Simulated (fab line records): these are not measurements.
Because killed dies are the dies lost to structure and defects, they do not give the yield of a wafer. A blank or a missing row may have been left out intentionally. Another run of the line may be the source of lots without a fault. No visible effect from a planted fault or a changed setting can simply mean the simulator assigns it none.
What tool caused it?    flow gf180mcu    12 lots with 35 wafers sampled at 5 steps, on a route of 602 steps

== WHAT EACH GAUGE READ, for each wafer ==
GF_V3_OVL_MEAS_15. Usual: V3_OVL typically reads -1 nm, with standard deviation 4.1.
lot   measured      on          V3_OVL (nm)  flag
L112  day 22 08:56  overlay-01  -4 -8 -7     
L113  day 22 15:24  overlay-02  6 5 6        
L114  day 23 03:22  overlay-01  2 -5 -3      
L116  day 23 21:08  overlay-02  -7 -1 5      
L119  day 25 04:37  overlay-02  -1 2 0       
L120  day 25 11:06  overlay-01  -6 -1 -5     
L121  day 25 16:55  overlay-02  5 5 -1       
L122  day 26 04:30  overlay-02  -3 5 -3      
L123  day 26 05:05  overlay-02  -1 4 2       
L124  day 26 22:45  overlay-01  3 -1 -2      
L127  day 27 13:10  overlay-02  5 -4         
L128  day 27 22:27  overlay-02  -5 -12 -1    

GF_M4_CD_MEAS_14: the cd target is 280 nm. Usual: cd-nm reads 280.0 nm (standard deviation 1.1).
lot   measured      on         cd-nm (nm)                           flag
L112  day 23 09:26  cd-sem-01  279.5 279.1 281.1                    
L113  day 23 15:30  cd-sem-01  279.8 281.7 280.1                    
L114  day 24 03:15  cd-sem-02  278.8 279.4 277.9                    
L116  day 24 20:39  cd-sem-02  280.4 281.3 280.0                    
L119  day 26 03:27  cd-sem-01  279.5 279.1 278.5                    
L120  day 26 10:18  cd-sem-02  278.8 278.6 279.4                    
L121  day 26 15:32  cd-sem-02  279.3 281.3 281.0                    
L122  day 27 02:08  cd-sem-01  278.4 279.4 280.0                    
L123  day 27 03:27  cd-sem-02  280.2 279.6 280.5                    
L124  day 27 19:53  cd-sem-01  280.9 280.5 280.6                    
L127  day 28 10:13  cd-sem-01  266.6 278.9 266.8 279.1              OFF
L128  day 28 19:21  cd-sem-01  280.9 268.0 280.4 281.0 267.7 280.5  OFF

== WHAT TOOL EACH LOT RAN ON (gives the tool, then ch and the chambers of the sampled wafers, and finally the start) ==
lot   GF_M3_METAL_ETCH_16                GF_M4_SPUTTER_03              GF_M4_EXPOSE_11
L112  rie-metal-04 ch 0,1, day 21 08:06  pvd-sputter-04, day 22 10:29  krf-scanner-01 ch 0, day 22 22:10
L113  rie-metal-03 ch 0,1, day 21 13:35  pvd-sputter-03, day 22 16:59  krf-scanner-01 ch 0, day 23 04:54
L114  rie-metal-03 ch 0,1, day 22 02:31  pvd-sputter-02, day 23 04:55  krf-scanner-02 ch 0, day 23 16:02
L116  rie-metal-03 ch 0,1, day 22 20:52  pvd-sputter-02, day 23 22:43  krf-scanner-02 ch 0, day 24 09:39
L119  rie-metal-03 ch 0,1, day 24 05:27  pvd-sputter-04, day 25 06:10  krf-scanner-02 ch 0, day 25 16:57
L120  rie-metal-01 ch 0, day 24 11:36    pvd-sputter-04, day 25 12:39  krf-scanner-01 ch 0, day 25 23:25
L121  rie-metal-03 ch 0,1, day 24 17:57  pvd-sputter-03, day 25 18:28  krf-scanner-01 ch 0, day 26 05:03
L122  rie-metal-01 ch 0, day 25 05:02    pvd-sputter-03, day 26 06:03  krf-scanner-02 ch 0, day 26 16:22
L123  rie-metal-03 ch 1, day 25 06:38    pvd-sputter-02, day 26 06:38  krf-scanner-02 ch 0, day 26 17:11
L124  rie-metal-01 ch 0,1, day 26 00:30  pvd-sputter-04, day 27 00:18  krf-scanner-02 ch 0, day 27 09:50
L127  rie-metal-04 ch 1, day 26 15:16    pvd-sputter-03, day 27 14:46  krf-scanner-02 ch 0, day 28 00:32
L128  rie-metal-01 ch 0,1, day 27 00:40  pvd-sputter-03, day 28 00:00  krf-scanner-02 ch 0, day 28 09:29
- GF_M3_METAL_ETCH_16: etches the open film in Cl2/BCl3, stops on SiO2, target depth 750.8 nm, time 125.1 s.
- GF_M4_SPUTTER_03: material Ti, target thk 10 nm, time 6.7 s.
- GF_M4_EXPOSE_11: exposes mask Metal4, target cd 280 nm.

== AS READ BY THE TOOLS THEMSELVES (means over the sampled wafers that have a number; for cases with no such wafer, the mark the record gives instead) ==
GF_M3_METAL_ETCH_16. Usual: drypump-motor-current-A 5.9 A, standard deviation 0.37; oes-product-au 0.991 a.u., standard deviation 0.006; rf-fwd-power-W 797.0 W, standard deviation 2.5; throttle-valve-pct 28.230 %, standard deviation 0.0098.
lot   tool          drypump-motor-current-A (A)  oes-product-au (a.u.)  rf-fwd-power-W (W)  throttle-valve-pct (%)  flag
L112  rie-metal-04  6.3                          0.990                  798.8               28.234                  
L113  rie-metal-03  5.7                          0.995                  797.7               28.224                  
L114  rie-metal-03  5.7                          0.988                  796.2               28.219                  
L116  rie-metal-03  5.7                          0.998                  795.4               28.227                  
L119  rie-metal-03  5.7                          0.994                  794.8               28.226                  
L120  rie-metal-01  6.4                          0.993                  801.5               28.225                  
L121  rie-metal-03  5.5                          0.993                  797.6               28.227                  
L122  rie-metal-01  6.3                          0.991                  796.2               28.229                  
L123  rie-metal-03  5.4                          0.986                  799.0               28.223                  
L124  rie-metal-01  6.1                          0.995                  801.7               28.230                  
L127  rie-metal-04  6.4                          0.986                  795.6               28.231                  
L128  rie-metal-01  5.9                          0.984                  798.2               28.231                  

GF_M4_SPUTTER_03. Usual: throttle-valve-pct reads 29.9 % (standard deviation 0.96).
lot   tool            throttle-valve-pct (%)  flag
L112  pvd-sputter-04  29.9                    
L113  pvd-sputter-03  30.7                    
L114  pvd-sputter-02  29.9                    
L116  pvd-sputter-02  30.2                    
L119  pvd-sputter-04  28.5                    
L120  pvd-sputter-04  29.5                    
L121  pvd-sputter-03  30.4                    
L122  pvd-sputter-03  30.6                    
L123  pvd-sputter-02  29.9                    
L124  pvd-sputter-04  30.6                    
L127  pvd-sputter-03  30.8                    
L128  pvd-sputter-03  30.8                    

GF_M4_EXPOSE_11. Usual: exposure-dose-mJ-cm2 reads 27.949 (standard deviation 0.026).
lot   tool            exposure-dose-mJ-cm2  flag
L112  krf-scanner-01  27.934                
L113  krf-scanner-01  27.931                
L114  krf-scanner-02  27.993                
L116  krf-scanner-02  27.967                
L119  krf-scanner-02  27.952                
L120  krf-scanner-01  27.969                
L121  krf-scanner-01  27.940                
L122  krf-scanner-02  27.955                
L123  krf-scanner-02  27.925                
L124  krf-scanner-02  27.918                
L127  krf-scanner-02  27.931                
L128  krf-scanner-02  27.965                

== THE ANSWER, worked out from the rows above alone ==
Rule: a lot counts as off when the mean over its wafers that have a number is more than 3 standard deviations away from the usual mean. Also off: a lot with no number at a reading for which 4 or more lots have one. Any other lot the step has rows for is counted as sound. After the gauges, taken in route order, come the tools' own readings; for these a lot's mean is taken, as printed above. At the first step where some lot is off, the reading lying furthest off is the one used; lots without a number count as furthest.
Off, at GF_M4_CD_MEAS_14 on cd-nm: L127, L128.
If a tool, at a process step before that reading, ran all the lots that are off and no sound lot after the first of them, it fits. Those tools and the gauges at GF_M4_CD_MEAS_14 are tried in the same way. Can't be told from this: 3 tools fit, pvd-sputter-03 at GF_M4_SPUTTER_03, krf-scanner-02 at GF_M4_EXPOSE_11, cd-sem-01 at GF_M4_CD_MEAS_14.

== WHAT THE SIMULATOR HAD INSERTED ==
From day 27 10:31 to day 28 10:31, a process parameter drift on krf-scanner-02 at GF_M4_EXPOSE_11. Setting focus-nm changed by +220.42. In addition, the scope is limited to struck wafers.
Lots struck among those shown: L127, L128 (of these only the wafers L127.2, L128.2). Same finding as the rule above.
